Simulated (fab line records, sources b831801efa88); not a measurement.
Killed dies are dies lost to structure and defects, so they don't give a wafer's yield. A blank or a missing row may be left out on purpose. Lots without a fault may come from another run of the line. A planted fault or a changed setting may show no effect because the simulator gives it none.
fab line records | flow gf180mcu
record lots=14 wafers=40 last_day=34
route steps=602 shown STI@5 NWELL@44 POLY_GATE@168 HV_LDD@183
lots that met no fault: from a run of the same line without faults
start_h: hours from the record's first day to the start of the lot's first wafer shown | wait_h: hours since the lot's step before | " the same as in the row above | L1.1+2: a row that stands for several wafers | - no value, or no start given | * or withheld: withheld | < > ~ a bound
route shown NAME@n: a module of which the file shows steps, and the number in the route of the first | usual: mean/standard deviation of fault-free wafers | same: alike in all rows | chamber/n: place in a boat | sites: the reading at each site | _std_site: their standard deviation | _edge_site: outer sites' mean less inner sites' | radius_mm: how far each site lies from the wafer's centre | mask NAME#n: copy n | behind: the tool/chamber that last shaped the wafer | hold: why the lot was held/for how many hours/how that ended | device: the transistor (n, p or np) that didn't switch | end of line: the same wafers' tests at the end of the route | a step without rows: its recipe alone | killed: dies lost to structure and defects at the first sort, not the wafer's yield | map: a wafer's dies, x killed, . not, _ none there
set.NAME: the setting as run; set.NAME@STEP: as run at that earlier step | model.NAME: the simulator's own value behind a step, which no gauge read
steps of the route over a sample of lots; a table a step, a row a wafer
services: from which hour (start_h, from the record's first day; less than 0 if before it) a tool's chamber was out of use, for how many hours, and why
## steps
# step GF_STI_THK_MEAS_04
# recipe reads=Si3N4_of_STI_CVD_03
# usual STI_CVD_03_THK=205.7/2.2
# columns lot.wafer tool chamber start_h wait_h STI_CVD_03_THK[nm]
L569.3 film_metro-01 - 14.57 0.0 207.3
L569.5 " - " " 206.0
L569.6 " - " " 207.2
L571.1 film_metro-02 - 24.08 0.0 203.1
L571.2 " - " " 202.3
L571.6 " - " " 203.7
L572.1 film_metro-02 - 29.18 0.0 199.8
L572.4 " - " " 198.7
L572.6 " - " " 199.5
L573.2 film_metro-02 - 33.59 0.0 207.7
L573.5 " - " " 206.8
L573.6 " - " " 205.4
L574.1 film_metro-02 - 38.95 0.0 207.0
L574.5 " - " " 204.6
L574.6 " - " " 205.9
L575.2 film_metro-02 - 43.97 0.0 206.4
L575.5 " - " " 206.8
L575.6 " - " " 206.2
L577.5 film_metro-02 - 53.60 0.0 206.6
L577.6 " - " " 205.6
L583.1 film_metro-02 - 83.78 0.0 203.5
L583.4 " - " " 204.8
L586.2 film_metro-02 - 99.56 0.0 204.4
L586.3 " - " " 206.1
L586.4 " - " " 205.6
L587.1 film_metro-01 - 104.55 0.0 202.7
L587.2 " - " " 201.7
L587.3 " - " " 203.0
L589.2 film_metro-01 - 113.59 0.0 207.6
L589.3 " - " " 205.4
L589.5 " - " " 206.7
L590.1 film_metro-02 - 119.74 0.0 207.0
L590.5 " - " " 208.1
L590.6 " - " " 205.7
L591.4 film_metro-01 - 123.59 0.0 205.8
L591.5 " - " " 205.9
L591.6 " - " " 205.5
L592.2 film_metro-04 - 128.57 0.0 207.2
L592.5 " - " " 208.2
L592.6 " - " " 206.8
# step GF_NWELL_COAT_02
# recipe spin_rpm=2000 resist_thk_nm=3000
# columns lot.wafer tool chamber start_h wait_h
L569.3+5+6 litho_track-02 0 48.46 0.1
L571.1+2+6 litho_track-02 0 58.56 0.1
L572.1+4+6 litho_track-02 0 63.71 0.1
L573.2+5+6 litho_track-04 0 72.24 0.1
L574.1+5+6 litho_track-03 0 74.61 0.1
L575.2+5+6 litho_track-03 0 81.08 0.1
L577.5+6 litho_track-03 0 90.36 0.1
L583.1+4 litho_track-03 0 124.01 0.1
L586.2+3+4 litho_track-04 0 141.04 0.1
L587.1+2+3 litho_track-02 0 146.96 0.1
L589.2+3+5 litho_track-02 0 156.59 0.1
L590.1+5+6 litho_track-02 0 163.81 0.1
L591.4+5+6 litho_track-02 0 167.29 0.1
L592.2+5+6 litho_track-02 0 172.04 0.1
# step GF_NWELL_STRIP_10
# recipe chemistry=O2/N2 power_w=1400 pressure_mtorr=1500 platen_temp_c=250 o2_flow_sccm=3000 n2_flow_sccm=300 overash_fraction=0.5
# usual drypump_motor_current_A=5.5/0.33 heater_power_w=327/8.9 n2_flow_sccm=300.2/0.84 oes_product_au=0.723/0.0043 strip_time_to_endpoint_s=36.97/0.1
# same overash_fraction=0.5
# columns lot.wafer tool chamber start_h wait_h drypump_motor_current_A heater_power_w n2_flow_sccm oes_product_au rf_hours_counter_h strip_time_to_endpoint_s
L569.3 plasma_asher-04 1 55.44 0.1 5.6 339 299.2 0.723 - 37.01
L569.5 " 0 " " 5.2 318 298.9 0.714 - 37.05
L569.6 " 1 " " 5.6 331 302.1 0.733 - 36.89
L571.1 plasma_asher-04 0 65.25 0.1 5.2 332 300.9 0.721 40 36.87
L571.2 " 1 " " 5.6 325 301.8 0.723 40 36.98
L571.6 " 1 " " 5.6 334 300.4 0.728 - 36.90
L572.1 plasma_asher-01 0 70.20 0.1 5.5 318 300.5 0.715 43 37.03
L572.4 " 1 " " 5.3 327 300.3 0.719 - 36.94
L572.6 " 1 " " 5.3 323 300.1 0.718 - 36.88
L573.2 plasma_asher-03 0 78.90 0.1 5.4 335 299.6 0.725 29 37.12
L573.5 " 0 " " 5.4 333 300.1 0.724 - 36.98
L573.6 " 1 " " 6.3 329 300.7 0.726 - 36.99
L574.1 plasma_asher-03 1 81.75 0.1 6.2 332 300.5 0.714 29 36.94
L574.5 " 0 " " 5.4 332 300.9 0.724 - 36.99
L574.6 " 1 " " 6.2 332 300.7 0.724 - 36.92
L575.2 plasma_asher-01 0 88.39 0.1 5.5 304 299.4 0.713 45 37.11
L575.5 " 0 " " 5.5 309 299.9 0.723 - 37.18
L575.6 " 1 " " 5.3 325 300.0 0.727 - 37.15
L577.5 plasma_asher-04 0 97.47 0.1 5.2 326 298.6 0.721 - 35.69
L577.6 " 1 " " 5.6 335 300.1 0.735 - 37.03
L583.1 plasma_asher-03 0 132.15 0.1 5.4 341 299.2 0.729 35 36.85
L583.4 " 1 " " 6.2 328 300.4 0.729 - 35.65
L586.2 plasma_asher-03 1 149.30 0.1 6.2 337 301.7 0.722 37 36.92
L586.3 " 1 " " 6.2 339 300.4 0.724 - 36.95
L586.4 " 0 " " 5.4 333 300.4 0.724 - 36.89
L587.1 plasma_asher-04 1 155.75 0.1 5.6 331 301.4 0.714 4 36.85
L587.2 " 0 " " 5.2 325 301.1 0.719 4 36.77
L587.3 " 1 " " 5.6 338 299.7 0.721 - 36.81
L589.2 plasma_asher-01 0 164.95 0.1 5.5 310 299.3 0.730 54 36.91
L589.3 " 0 " " 5.5 317 299.3 0.731 - 36.91
L589.5 " 1 " " 5.3 325 299.9 0.729 - 36.86
L590.1 plasma_asher-04 0 172.04 0.1 5.2 327 300.7 0.728 5 37.11
L590.5 " 1 " " 5.6 335 300.2 0.723 - 37.01
L590.6 " 0 " " 5.2 335 300.6 0.721 - 36.96
L591.4 plasma_asher-01 0 176.24 0.1 5.5 320 299.3 0.720 - 36.77
L591.5 " 1 " " 5.3 321 301.3 0.721 - 36.78
L591.6 " 0 " " 5.5 307 298.5 0.724 - 36.89
L592.2 plasma_asher-03 0 180.39 0.1 5.4 338 299.4 0.727 40 36.87
L592.5 " 1 " " 6.2 331 300.6 0.730 - 36.96
L592.6 " 0 " " 5.4 331 299.6 0.719 - 36.92
# step GF_POLY_GATE_OVL_MEAS_11
# usual POLY_GATE_OVL=-1/5.4
# columns lot.wafer tool chamber start_h wait_h POLY_GATE_OVL[nm]
L569.3 overlay-02 - 196.04 0.1 -10
L569.5 " - " " -10
L569.6 " - " " -7
L571.1 overlay-01 - 211.81 0.1 1
L571.2 " - " " -2
L571.6 " - " " -4
L572.1 overlay-01 - 214.38 0.1 6
L572.4 " - " " -2
L572.6 " - " " -5
L573.2 overlay-02 - 225.93 0.1 3
L573.5 " - " " 10
L573.6 " - " " 2
L574.1 overlay-02 - 232.38 0.1 1
L574.5 " - " " -1
L574.6 " - " " 4
L575.2 overlay-01 - 238.63 0.1 -2
L575.5 " - " " 3
L575.6 " - " " 2
L577.5 overlay-01 - 254.10 0.0 0
L577.6 " - " " 2
L583.1 overlay-01 - 292.67 0.1 -12
L583.4 " - " " -6
L586.2 overlay-02 - 322.13 0.1 7
L586.3 " - " " 3
L586.4 " - " " 1
L587.1 overlay-02 - 325.32 0.1 3
L587.2 " - " " 5
L587.3 " - " " 8
L589.2 overlay-02 - 339.03 0.1 -8
L589.3 " - " " -3
L589.5 " - " " -2
L590.1 overlay-02 - 347.12 0.1 -8
L590.5 " - " " -2
L590.6 " - " " -5
L591.4 overlay-01 - 356.40 0.1 6
L591.5 " - " " 2
L591.6 " - " " 3
L592.2 overlay-02 - 359.03 0.1 -6
L592.5 " - " " -4
L592.6 " - " " -2
# step GF_HV_LDD_CD_MEAS_07
# recipe target_cd_nm=400
# usual cd_nm=400.8/2.1
# columns lot.wafer tool chamber start_h wait_h cd_nm
L569.3 cd_sem-01 - 215.65 0.1 401.5
L569.5 " - " " 401.0
L569.6 " - " " 401.0
L571.1 cd_sem-02 - 231.91 0.1 401.4
L571.2 " - " " 403.3
L571.6 " - " " 402.9
L572.1 cd_sem-01 - 234.62 0.1 400.2
L572.4 " - " " 399.1
L572.6 " - " " 399.2
L573.2 cd_sem-02 - 246.53 0.1 397.1
L573.5 " - " " 397.9
L573.6 " - " " 399.2
L574.1 cd_sem-01 - 252.26 0.1 399.1
L574.5 " - " " 399.8
L574.6 " - " " 400.5
L575.2 cd_sem-01 - 260.47 1.8 399.8
L575.5 " - " " 398.8
L575.6 " - " " 398.9
L577.5 cd_sem-02 - 278.39 0.1 399.9
L577.6 " - " " 400.7
L583.1 cd_sem-01 - 314.71 0.1 402.0
L583.4 " - " " 400.4
L586.2 cd_sem-01 - 346.08 0.1 400.0
L586.3 " - " " 401.7
L586.4 " - " " 400.7
L587.1 cd_sem-02 - 349.61 0.1 401.1
L587.2 " - " " 402.8
L587.3 " - " " 400.8
L589.2 cd_sem-01 - 362.88 0.1 401.4
L589.3 " - " " 398.1
L589.5 " - " " 397.6
L590.1 cd_sem-01 - 370.81 0.1 400.7
L590.5 " - " " 400.0
L590.6 " - " " 401.0
L591.4 cd_sem-02 - 380.97 0.1 399.4
L591.5 " - " " 397.0
L591.6 " - " " 399.9
L592.2 cd_sem-01 - 383.43 0.1 405.5
L592.5 " - " " 405.8
L592.6 " - " " 404.0
## services
# columns tool chamber start_h hours kind
plasma_asher-04 - 108.75 9.0 pm
plasma_asher-04 0 108.75 9.0 vent_cycle
plasma_asher-04 1 108.75 9.0 vent_cycle
plasma_asher-04 0 117.75 - clean
plasma_asher-04 1 117.75 - clean
## key
first_sign step=GF_NWELL_STRIP_10 reading=strip_time_to_endpoint_s direction=down sigmas=13 usual=* struck=*
effect none on later readings
met_at GF_NWELL_COAT_02
struck_lots L577,L583
struck_wafers L577.5,L583.4
tester_left_out L577,L583
not_acting_at GF_STI_THK_MEAS_04,GF_POLY_GATE_OVL_MEAS_11,GF_HV_LDD_CD_MEAS_07
onset_between 81.08 90.36
fault kind=process_parameter_drift tool=litho_track-03 chamber=- onset_h=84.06 steps=GF_NWELL_COAT_02 channel=resist_thk_nm offset=* shape=step end_h=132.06 scope=struck_wafers_only acts_in=* stated=*
# tester_left_out: of these lots the tester's yield and bins aren't shown, on N5 and GAA mostly nor the transistor test; their killed dies are dies lost to structure and defects alone, not to doping, threshold or leakage, so they don't give the yield
